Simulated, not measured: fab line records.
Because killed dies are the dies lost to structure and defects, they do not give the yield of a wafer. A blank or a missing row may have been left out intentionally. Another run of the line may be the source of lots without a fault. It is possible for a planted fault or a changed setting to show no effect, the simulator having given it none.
A struck lot beside a sound one :: flow gf180mcu :: 18 out of 602 route steps
Sound: the wafers L535.1, L535.3, L535.6. The struck wafers were L544.2, L544.4, L544.5. The cause comes at the end.
Order at every step that has rows: each side's tool, ch and its chambers, its first start. Under that, the readings that differ: sound wafers :: struck wafers :: difference of the means :: sigmas: that difference in standard deviations of wafers without a fault.
alike: same words and numbers on both sides, and readings whose means sit less than 2 such deviations apart. not compared: any withheld reading, any reading some wafer has no value for, any bound like >300 that may hide the same value, and any number with overlapping values for which the record gives no deviation.
Wherever a step has rows on one side only, a row that says differs or no value, or a row with sigmas, the two part there. Numbers that have no deviation but don't overlap get no sigmas and don't part them. Lack of a reading on every wafer of one side parts them only where that side has two or more wafers.

first, 3 steps without rows for these wafers: GF_V3_EXPOSE_11 (exposes mask Via3, target cd 260 nm); GF_V3_PEB_12 (peb time 90 s); GF_V3_DEVELOP_13 (develop time 60 s).
GF_V3_CD_MEAS_14: the cd target is 260 nm.
  struck on cd-sem-02, day 25 13:29; sound on cd-sem-01, day 22 09:52
  alike: cd-nm
GF_V3_OVL_MEAS_15:
  struck on overlay-02, day 25 13:35; sound on overlay-02, day 22 09:59
  alike: V3_OVL
GF_V3_ETCH_16: etches BARC in N2/H2.
  sound on rie-diel-02 ch 0,1,2, day 22 10:02; struck on rie-diel-04 ch 0,3, day 25 13:37
  alike: drypump-motor-current-A, oes-product-au, throttle-valve-pct
then, 1 step without rows for these wafers: GF_V3_ETCH_17 (etches SiO2 in C4F8/O2/Ar, stops on TiN, target depth 635 nm).
GF_V3_STRIP_18: strips in O2/N2.
  sound on plasma-asher-04 ch 0, day 22 10:09; struck on plasma-asher-04 ch 0,1, day 25 13:45
  alike: drypump-motor-current-A, heater-power-w, oes-product-au
  not compared: rf-hours-counter-h
then, 2 steps without rows for these wafers: GF_V3_STRIP_19 (strips in post etch residue remover, time 1200 s); GF_V3_CLEAN_20 (cleans in DIW).
GF_V3_SPUTTER_21: material Ti, target thk 15 nm, time 80.02 s.
  struck on pvd-sputter-04, day 25 14:17; sound on pvd-sputter-03, day 22 10:44
  alike: throttle-valve-pct
GF_V3_SPUTTER_22: material TiN, target thk 10 nm, time 40 s.
  struck on pvd-sputter-04, day 25 14:21; sound on pvd-sputter-03, day 22 10:47
  alike: throttle-valve-pct
GF_V3_CVD_23: deposits W, target thk 350 nm, time 104.9 s.
  sound on cvd-w-02 ch 0,1, day 22 10:50; struck on cvd-w-02 ch 0, day 25 14:23
reading: susceptor-temp-C (C)
sound: 399.93 399.98 399.98
struck: 411.05 410.96 410.86
difference: +10.99
sigmas: +46

reading: model.W_of_V3_CVD_23.thk-nm (nm)
sound: 350.5 342.3 342.3
struck: 427.5 426.4 427.1
difference: +82.0
sigmas: 
  alike: heater-power-w
GF_V3_RS_MEAS_24: measures by four-point-probe.
  struck on film-metro-01, day 25 14:31; sound on film-metro-01, day 22 10:56
reading: V3_W_RS (ohm/sq)
sound: 0.326 0.334 0.335
struck: 0.268 0.268 0.268
difference: -0.064
sigmas: -16
GF_V3_THK_MEAS_25: measures by xrf.
  struck on film-metro-01, day 25 14:38; sound on film-metro-01, day 22 11:04
reading: V3_W_THK (nm)
sound: 355 344 347
struck: 424 421 427
difference: +75
sigmas: +14
GF_V3_CMP_26: polishes, stops on SiO2, t overpolish 15 s, target thk 0 nm.
  sound on cmp-01 ch 1,3, day 22 11:07; struck on cmp-01 ch 0,1,2, day 25 14:41
reading: time-to-endpoint-s (s)
sound: 82 77 81
struck: 98 104 101
difference: +21
sigmas: +6
  alike: edge-zone-pressure-frac, motor-current-A, platen-rpm
GF_M4_SPUTTER_00: material Ti, target thk 37.5 nm, time 150 s.
  struck on pvd-sputter-03, day 25 14:59; sound on pvd-sputter-02, day 22 11:25
  alike: throttle-valve-pct
GF_PASSIVATION_PROBE_99:
  rows exist in the record for the sound wafers here (prober-02, day 29 01:45), none for the struck ones

== WHERE THEY PART ==
Last at GF_PASSIVATION_PROBE_99 as far as this record goes, first at GF_V3_CVD_23.

WHY: the cause the simulator had injected
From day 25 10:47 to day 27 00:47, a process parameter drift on cvd-w-02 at GF_V3_CVD_23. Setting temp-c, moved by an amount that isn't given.
